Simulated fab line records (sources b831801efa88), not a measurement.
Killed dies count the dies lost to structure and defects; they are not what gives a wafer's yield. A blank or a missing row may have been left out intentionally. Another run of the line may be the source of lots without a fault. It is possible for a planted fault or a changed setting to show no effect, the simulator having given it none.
Chamber matching :: flow sfq-line :: 4 sister chambers for SFQ_TRILAYER_I3_VIA_BARC_OPEN_VIA_ETCH_121 on rie-diel-03
The step etches BARC in O2, target depth 125 nm, time 41.7 s. 14 wafers are shown with their chamber, then 7 later ones without.

WAFERS, EACH WITH ITS CHAMBER
wafer: L887.1
chamber: 3
drypump-motor-current-A (A): 5.8
bias-w (W): 79.86
oes-product-au (a.u.): 0.695

wafer: L887.2
chamber: 1
drypump-motor-current-A (A): 6.9
bias-w (W): 79.95
oes-product-au (a.u.): 0.686

wafer: L887.3
chamber: 0
drypump-motor-current-A (A): 6.1
bias-w (W): 79.91
oes-product-au (a.u.): 0.685

wafer: L888.1
chamber: 2
drypump-motor-current-A (A): 6.4
bias-w (W): 79.83
oes-product-au (a.u.): 0.686

wafer: L888.2
chamber: 1
drypump-motor-current-A (A): 6.8
bias-w (W): 80.10
oes-product-au (a.u.): 0.690

wafer: L888.6
chamber: 3
drypump-motor-current-A (A): 5.8
bias-w (W): 80.35
oes-product-au (a.u.): 0.680

wafer: L892.1
chamber: 2
drypump-motor-current-A (A): 6.4
bias-w (W): 80.13
oes-product-au (a.u.): 0.687

wafer: L892.4
chamber: 3
drypump-motor-current-A (A): 5.8
bias-w (W): 79.98
oes-product-au (a.u.): 0.682

wafer: L892.6
chamber: 2
drypump-motor-current-A (A): 6.4
bias-w (W): 79.94
oes-product-au (a.u.): 0.684

wafer: L896.1
chamber: 1
drypump-motor-current-A (A): 6.8
bias-w (W): 79.43
oes-product-au (a.u.): 0.685

wafer: L896.3
chamber: 3
drypump-motor-current-A (A): 5.8
bias-w (W): 80.13
oes-product-au (a.u.): 0.698

wafer: L896.4
chamber: 2
drypump-motor-current-A (A): 6.4
bias-w (W): 80.50
oes-product-au (a.u.): 0.684

wafer: L902.2
chamber: 3
drypump-motor-current-A (A): 5.8
bias-w (W): 80.26
oes-product-au (a.u.): 0.682

wafer: L902.3
chamber: 0
drypump-motor-current-A (A): 6.2
bias-w (W): 80.28
oes-product-au (a.u.): 0.684

SIGNATURES (averages over the wafers above)
reading: drypump-motor-current-A
chamber 0: 6.150
chamber 1: 6.833
chamber 2: 6.400
chamber 3: 5.800
scatter within a chamber: 0.0342

reading: bias-w
chamber 0: 80.0950
chamber 1: 79.8267
chamber 2: 80.1000
chamber 3: 80.1160
scatter within a chamber: 0.271

reading: oes-product-au
chamber 0: 0.68450
chamber 1: 0.68700
chamber 2: 0.68525
chamber 3: 0.68740
scatter within a chamber: 0.00552
Rule: for a wafer and a chamber, the distance is found by dividing, reading by reading, the gap between the wafer's reading and the chamber's mean by the reading's scatter, squaring, summing and taking the root. If the next closest chamber is less than 2 further off than the closest, the wafer can't be placed; otherwise it belongs to the closest. The scatter is the square root of a quotient: the sum, over the shown wafers, of each reading's squared deviation from its chamber's mean, divided by wafers minus chambers.

WAFERS WITH NO CHAMBER GIVEN
wafer: L902.6
drypump-motor-current-A (A): 6.4
bias-w (W): 79.91
oes-product-au (a.u.): 0.688

wafer: L904.1
drypump-motor-current-A (A): 5.8
bias-w (W): 80.45
oes-product-au (a.u.): 0.682

wafer: L904.4
drypump-motor-current-A (A): 6.8
bias-w (W): 79.86
oes-product-au (a.u.): 0.685

wafer: L904.5
drypump-motor-current-A (A): 6.8
bias-w (W): 80.25
oes-product-au (a.u.): 0.681

wafer: L909.1
drypump-motor-current-A (A): 6.1
bias-w (W): 80.13
oes-product-au (a.u.): 0.680

wafer: L909.3
drypump-motor-current-A (A): 6.4
bias-w (W): 80.14
oes-product-au (a.u.): 0.687

wafer: L909.5
drypump-motor-current-A (A): 6.8
bias-w (W): 79.98
oes-product-au (a.u.): 0.688

WHICH CHAMBER EACH WENT THROUGH
wafer: L902.6
from the rows above: 2
in truth: 2

wafer: L904.1
from the rows above: 3
in truth: 3

wafer: L904.4
from the rows above: 1
in truth: 1

wafer: L904.5
from the rows above: 1
in truth: 1

wafer: L909.1
from the rows above: 0
in truth: 0

wafer: L909.3
from the rows above: 2
in truth: 2

wafer: L909.5
from the rows above: 1
in truth: 1
Placed correctly: 7 of 7. Not placeable from these rows: 0. Number placed wrongly: 0.
